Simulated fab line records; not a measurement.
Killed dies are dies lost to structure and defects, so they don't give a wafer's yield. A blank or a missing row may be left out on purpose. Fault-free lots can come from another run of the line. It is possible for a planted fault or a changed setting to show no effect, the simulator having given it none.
Struck lot and sound lot, side by side    flow sky130    21 out of 708 route steps
Sound: these wafers, L917.2, L917.3, L917.5. Wafers L927.2, L927.3, L927.6 were the ones struck. The cause is given at the end.
Each step with rows lists, per side, the tool, then ch with its chambers, then its first start. Under that, the readings that differ: sound wafers    struck wafers    difference of the means    sigmas: that difference in standard deviations of wafers without a fault.
alike: a reading whose means differ by less than 2 such deviations, as well as words and numbers matching on both sides. not compared: withheld readings; readings where some wafer has no value; bounds like >300 that might hide an equal value; numbers whose values overlap and for which the record gives no deviation.
A row with sigmas, a row that says differs or no value, or rows on one side alone: a step with any of these is where the two part. When numbers do not overlap yet have no deviation, they are printed without sigmas and do not part them. A reading that every wafer of one side lacks parts them only if that side has two wafers or more.

first, 1 step without rows for these wafers: SKY_RES_XHIGH_IMPLANT_07.
SKY_RES_XHIGH_STRIP_08: strips in O2/N2.
  sound on plasma-asher-04 ch 0,1, day 27 02:28; struck on plasma-asher-01 ch 0,1, day 30 20:22
  alike: drypump-motor-current-A, oes-product-au, strip-time-to-endpoint-s
  not compared: rf-hours-counter-h
SKY_RES_XHIGH_TW_MEAS_09:
  sound on film-metro-03 at day 27 02:34; struck on film-metro-04 at day 30 20:28
  alike: RES_XHIGH_TW
then, 7 steps without rows for these wafers: SKY_SD_N_DEHYDRATE_00 (time 60 s); SKY_SD_N_HMDS_01 (prime time 60 s); SKY_SD_N_COAT_02 (resist thk 1140 nm); SKY_SD_N_SOFTBAKE_03 (time 60 s); SKY_SD_N_EXPOSE_04 (exposes mask NSDM, target cd 380 nm); SKY_SD_N_PEB_05; SKY_SD_N_DEVELOP_06 (develop time 60 s).
SKY_SD_N_CD_MEAS_07: target cd 380 nm.
  sound on cd-sem-01 at day 28 07:04; struck on cd-sem-01 at day 31 23:55
  alike: cd-nm
SKY_SD_N_OVL_MEAS_08:
  sound on overlay-02 at day 28 07:10; struck on overlay-02 at day 32 00:01
  alike: SD_N_OVL
SKY_SD_N_IMPLANT_09:
  sound on implanter-03 ch 0, day 28 07:13; struck on implanter-04 ch 0, day 32 00:05
reading                    sound                 struck                difference  sigmas
beam-energy-keV            49.969 49.987 49.960  32.861 32.856 32.863  -17.112     -99 or more
model.implant.rp-nm (nm)   32.49 32.49 32.49     22.63 22.63 22.63     -9.86       
model.implant.drp-nm (nm)  14.11 14.11 14.11     10.31 10.31 10.31     -3.80       
  alike: tilt-deg
following that, these wafers have no rows for 1 step: SKY_SD_N_IMPLANT_10.
SKY_SD_N_STRIP_11: strips in O2/N2.
  sound on plasma-asher-04 ch 0,1, day 28 07:30; struck on plasma-asher-04 ch 1, day 32 00:21
reading                       sound              struck             difference  sigmas
oes-product-au (a.u.)         0.524 0.530 0.526  0.566 0.570 0.565  +0.040      +8
strip-time-to-endpoint-s (s)  22.52 22.54 22.59  20.01 19.99 20.01  -2.55       -61
  alike: drypump-motor-current-A
  not compared: rf-hours-counter-h
SKY_SD_N_TW_MEAS_12:
  sound on film-metro-04 at day 28 07:37; struck on film-metro-03 at day 32 00:28
reading  sound           struck          difference  sigmas
SD_N_TW  4015 4035 4027  3604 3595 3613  -422        -11
then, 1 step without rows for these wafers: SKY_SD_N_CLEAN_13 (cleans in SC1/SC2, time 150 s).
SKY_SD_N_RTA_14: time 2 s.
  sound on rtp-anneal-02 ch 0, day 28 07:43; struck on rtp-anneal-02 ch 0, day 32 00:35
  alike: lamp-power-pct, wafer_temp_C_max
SKY_SD_N_RS_MEAS_16: the measuring method here is four-point-probe.
  sound on film-metro-03 at day 28 07:54; struck on film-metro-02 at day 32 00:46
reading           sound              struck             difference  sigmas
SD_N_RS (ohm/sq)  68.63 68.66 68.57  83.05 82.96 83.05  +14.40      +99 or more
SKY_SD_N_RS_MEAS_17: the measuring method here is four-point-probe.
  sound on film-metro-03 at day 28 08:01; struck on film-metro-02 at day 32 00:53
  alike: SD_P_RS
-- here the record skips 17 days between the struck wafers' starts before and after, leaving off in module SD_N and picking up in module PAD_OPEN (first step shown: number 708 of the route) --
SKY_PAD_OPEN_PROBE_99:
  sound on prober-02 at day 46 00:18; struck on prober-01 at day 48 16:56
reading                                  sound                struck               difference  sigmas
model.etest.res-ndiff.line-ohm-um        758.9 766.5 749.4    884.1 895.2 900      +134.8      
model.etest.sonos-uncharged.r-on-ohm-um  806.8 804.9 803.9    842.4 847.3 844.8    +39.6       
model.etest.res-ndiff.rs-ohm-sq          118.1 118.7 118.3    141.4 141 139.4      +22.2       
model.etest.res-ndiff-hv.rs-ohm-sq       112.2 112.5 112.5    135.7 134.7 135.2    +22.8       
model.etest.nfet_01v8_lvt.vt-sat-v (V)   0.5306 0.5282 0.538  0.5412 0.5477 0.542  +0.0114     
  alike: killed_at_M0_to_M3, killed_at_M4_up, killed-at-contacts, killed-at-front-end, killed-at-other, killed-dies, killed-open, killed-short

== WHERE THEY PART ==
At SKY_SD_N_IMPLANT_09 first; at SKY_SD_N_RS_MEAS_16 last (within this record only). Later steps at which nothing parts them and some readings are alike: SKY_SD_N_RS_MEAS_17, SKY_PAD_OPEN_PROBE_99.

WHY: the cause the simulator had injected
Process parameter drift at SKY_SD_N_IMPLANT_09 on implanter-04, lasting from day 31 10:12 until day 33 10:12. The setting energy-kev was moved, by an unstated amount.
